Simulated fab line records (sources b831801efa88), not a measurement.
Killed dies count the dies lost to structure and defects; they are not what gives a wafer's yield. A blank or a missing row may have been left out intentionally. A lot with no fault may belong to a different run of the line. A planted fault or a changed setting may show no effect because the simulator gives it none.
A lot that was struck, set against a sound lot    flow gf180mcu    41 steps out of a route of 602
Sound: the wafers L981.3, L981.4, L981.6. Struck: wafers L993.4, L993.5 (left out: L993.2, a lot-mate that was not struck); the cause follows at the end.
Order at every step that has rows: each side's tool, ch and its chambers, its first start. Under that, the readings that differ: sound wafers    struck wafers    difference of the means    sigmas: that difference in standard deviations of wafers without a fault.
alike: a reading whose means differ by less than 2 such deviations, as well as words and numbers matching on both sides. not compared: withheld readings; readings where some wafer has no value; bounds like >300 that might hide an equal value; numbers whose values overlap and for which the record gives no deviation.
A row with sigmas, a row that says differs or no value, or rows on one side alone: a step with any of these is where the two part. Non-overlapping numbers with no deviation appear without sigmas and do not part them. Lack of a reading on every wafer of one side parts them only where that side has two or more wafers.

GF_V4_RS_MEAS_24: measurement is done with a four-point probe.
  sound on filmMetro-01, day 27 02:40; struck on filmMetro-02, day 30 18:07
  alike: V4_W_RS
GF_V4_THK_MEAS_25: measures by xrf.
  sound on filmMetro-01, day 27 02:46; struck on filmMetro-02, day 30 18:14
  alike: V4_W_THK
GF_V4_CMP_26: polishes, stops on SiO2, t overpolish 15 s, target thk 0 nm.
  sound on cmp-02 ch 2,3, day 27 02:48; struck on cmp-01 ch 0,1, day 30 18:17
reading                  sound              struck       difference  sigmas
motorCurrentA (A)        12.5 14.1 14.0     10.7 9.2     -3.6        -3
slurryFilterDpKPa (kPa)  13.37 13.28 13.54  13.66 13.68  +0.27       +2
  alike: overpolishRunS, timeToEndpointS
GF_MIM_SPUTTER_00: material Ti, target thk 37.5 nm, time 150 s.
  sound on pvdSputter-02, day 27 03:06; struck on pvdSputter-02, day 30 18:35
  alike: cathodeDcPowerW, throttleValvePct
then, 1 step without rows for these wafers: GF_MIM_SPUTTER_01 (material TiN, target thk 30 nm, time 25 s).
GF_MIM_SPUTTER_02: material AlCu, target thk 450 nm, time 23.9 s.
  sound on pvdSputter-02, day 27 03:14; struck on pvdSputter-02, day 30 18:43
  alike: cathodeDcPowerW, throttleValvePct
GF_MIM_SPUTTER_03: material Ti, target thk 10 nm, time 6.7 s.
  sound on pvdSputter-02, day 27 03:16; struck on pvdSputter-02, day 30 18:44
  alike: cathodeDcPowerW, throttleValvePct
then, 1 step without rows for these wafers: GF_MIM_SPUTTER_04 (material TiN, target thk 50 nm, time 41.7 s).
GF_MIM_CVD_05: deposits Si3N4, target thk 42 nm, time 29.086 s.
  sound on pecvd-03 ch 0,1, day 27 03:20; struck on pecvd-01 ch 0,2, day 30 18:48
  alike: heaterPowerW
GF_MIM_THK_MEAS_06:
  sound on filmMetro-04, day 27 03:24; struck on filmMetro-03, day 30 18:51
  alike: MIM_CVD_05_THK
then, 2 steps without rows for these wafers: GF_MIM_SPUTTER_07 (material TiN, target thk 60 nm, time 50 s); GF_MIM_SPUTTER_08 (material AlCu, target thk 200 nm, time 10.6 s).
GF_MIM_SPUTTER_09: material TiN, target thk 35 nm, time 29.2 s.
  sound on pvdSputter-03, day 27 03:31; struck on pvdSputter-03, day 30 18:58
reading                                 sound              struck       difference  sigmas
model.TiN_of_MIM_SPUTTER_09.thkNm (nm)  35.19 35.44 35.33  38.19 38.03  +2.79       
  alike: cathodeDcPowerW, throttleValvePct
GF_MIM_RS_MEAS_10: measurement is done with a four-point probe.
  sound on filmMetro-04, day 27 03:35; struck on filmMetro-04, day 30 19:01
  alike: MIM_ALCU_RS
GF_MIM_THK_MEAS_11: measures by xrf.
  sound on filmMetro-04, day 27 03:41; struck on filmMetro-04, day 30 19:08
  alike: MIM_ALCU_THK
then, 18 steps without rows for these wafers: GF_MIM_DEHYDRATE_12 (time 60 s); GF_MIM_HMDS_13 (prime time 60 s); GF_MIM_COAT_14 (resist thk 1000 nm); GF_MIM_SOFTBAKE_15 (time 60 s); GF_MIM_EXPOSE_16 (exposes mask FuseTop, target cd 2000 nm); GF_MIM_PEB_17; GF_MIM_DEVELOP_18 (develop time 60 s); GF_MIM_METAL_ETCH_19 (etches the open film in Cl2/BCl3, stops on Si3N4, target depth 324.5 nm, time 54.1 s); GF_MIM_STRIP_20 (strips in O2/N2); GF_MIM_STRIP_21 (strips in post etch residue remover, time 1200 s); GF_MIM_CLEAN_22 (cleans in DIW); GF_M5_DEHYDRATE_00 (time 60 s); GF_M5_HMDS_01 (prime time 60 s); GF_M5_COAT_02 (resist thk 1000 nm); GF_M5_SOFTBAKE_03 (time 60 s); GF_M5_EXPOSE_04 (exposes mask Metal5, target cd 280 nm); GF_M5_PEB_05 (peb time 90 s); GF_M5_DEVELOP_06 (develop time 60 s).
GF_M5_CD_MEAS_07: target cd 280 nm.
  sound on cdSem-02, day 28 19:41; struck on cdSem-02, day 32 05:22
  alike: cdNm
GF_M5_OVL_MEAS_08:
  sound on overlay-02, day 28 19:46; struck on overlay-02, day 32 05:28
  alike: M5_OVL
then, 3 steps without rows for these wafers: GF_M5_ETCH_09 (etches Si3N4 in CF4/O2, target depth 52 nm, time 11.6 s); GF_M5_METAL_ETCH_10 (etches the open film in Cl2/BCl3, stops on SiO2, target depth 750.8 nm, time 125.1 s); GF_M5_STRIP_11 (strips in O2/N2).
GF_M5_STRIP_12: strips in post etch residue remover, time 1200 s.
  sound on wetBench-02 ch 3, day 28 20:03; struck on wetBench-03 ch 0, day 32 05:45
reading                                 sound             struck       difference  sigmas
model.TiN_of_MIM_SPUTTER_09.thkNm (nm)  34.36 34.61 34.5  37.35 37.18  +2.77       
then, 1 step without rows for these wafers: GF_M5_CLEAN_13 (cleans in DIW).
GF_PASSIVATION_PROBE_99:
  the record holds rows for the sound wafers here (prober-01, day 31 09:35) but none for the struck ones

== WHERE THEY PART ==
At GF_V4_CMP_26 first; at GF_PASSIVATION_PROBE_99 last (within this record only).

WHY: whatever the simulator had introduced
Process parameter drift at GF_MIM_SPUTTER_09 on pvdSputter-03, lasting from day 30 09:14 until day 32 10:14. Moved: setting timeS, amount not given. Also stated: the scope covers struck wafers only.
